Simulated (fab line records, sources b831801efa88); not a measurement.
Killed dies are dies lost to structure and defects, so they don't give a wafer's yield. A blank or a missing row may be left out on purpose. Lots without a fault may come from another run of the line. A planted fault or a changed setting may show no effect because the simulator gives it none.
Which tool did it? | flow sky130 | 6 lots, 18 wafers sampled, at 1 step of a route of 708

WHAT THE GAUGES READ, wafer by wafer
SKY_LDD_N_OVL_MEAS_07.
lot  | measured     | on         | LDD_N_OVL (nm)
L848 | day 18 05:35 | overlay-01 | -1.7 0.8 -0.4
L855 | day 21 02:03 | overlay-02 | -2.0 -1.1 -3.6
L858 | day 22 05:26 | overlay-02 | 1.6 -0.5 0.5
L863 | day 23 19:32 | overlay-01 | -2.1 1.3 -0.5
L867 | day 24 13:42 | overlay-02 | 2.5 1.4 0.9
L869 | day 25 11:32 | overlay-02 | -0.2 -1.0 0.2

WHICH TOOL RAN EACH LOT (tool, then ch and the chambers of the sampled wafers, then the start)
The record holds no process step before these readings.

THE ANSWER, worked out from the rows above alone
Rule: what is usual is taken from the lots themselves. Put in order of their means at a reading, lots are off if they are a third of the lots or fewer, leave a main group of 4 or more, and stand apart from it by a gap of 3 or more times the standard deviation of the main group's means; of several such gaps the widest counts. A main group whose means are all the same, to the digits that the tables above print for the reading, isn't used. A lot without any number at a reading at which 4 lots or more have one is off too. The other lots that the step has rows for count as sound.
No lot is off at any reading shown: from this, nothing can be told.

WHAT THE SIMULATOR HAD PUT IN
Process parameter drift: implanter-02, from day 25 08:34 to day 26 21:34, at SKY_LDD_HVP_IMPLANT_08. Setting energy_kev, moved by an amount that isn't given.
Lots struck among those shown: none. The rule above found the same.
